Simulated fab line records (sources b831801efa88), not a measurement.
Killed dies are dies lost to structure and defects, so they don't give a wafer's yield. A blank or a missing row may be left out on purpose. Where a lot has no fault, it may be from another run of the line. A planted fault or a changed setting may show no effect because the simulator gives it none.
Matching of chambers | flow gf180mcu | GF_V5_CVD_02 on pecvd-02 has 3 sister chambers
The step deposits SiO2 from TEOS, target thk 1450 nm, time 163.28 s. 6 wafers are shown with their chamber, then 9 later ones without.

## WAFERS, EACH WITH ITS CHAMBER
wafer  | chamber | heater_power_w (W)
L091.4 | 2       | 675
L091.5 | 1       | 593
L091.6 | 0       | 594
L092.4 | 1       | 571
L092.5 | 0       | 608
L092.6 | 2       | 647

## WAFERS WITHOUT THEIR CHAMBER
wafer  | heater_power_w (W)
L093.2 | 625
L093.3 | 500
L093.5 | 602
L094.1 | 606
L094.5 | 578
L094.6 | 676
L096.1 | 655
L096.3 | 476
L096.4 | 555

## WHICH CHAMBER EACH WENT THROUGH
wafer  | from the rows above          | in truth
L093.2 | can't be placed: 0 or 2 or 1 | 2
L093.3 | can't be placed: 1 or 0      | 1
L093.5 | can't be placed: 0 or 1      | 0
L094.1 | can't be placed: 0 or 1      | 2
L094.5 | can't be placed: 1 or 0      | 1
L094.6 | 2                            | 2
L096.1 | 2                            | 2
L096.3 | can't be placed: 1 or 0      | 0
L096.4 | can't be placed: 1 or 0      | 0
Correctly placed: 2 of 9. These rows do not allow placing 7 (true chamber among the candidates in 6). Wrongly placed: 0.
How it was worked out, from the rows above alone: a wafer's distance from a chamber is the root of the sum, over the readings, of the square of ((its reading less the chamber's mean) divided by the reading's scatter). The wafer belongs to the nearest chamber; if the next one is less than 2 further off, it can't be placed. A chamber's mean is the mean of its shown wafers. The scatter: take each reading less its chamber's mean, square it, sum over the shown wafers, divide by the number of wafers less the number of chambers, and take the root.
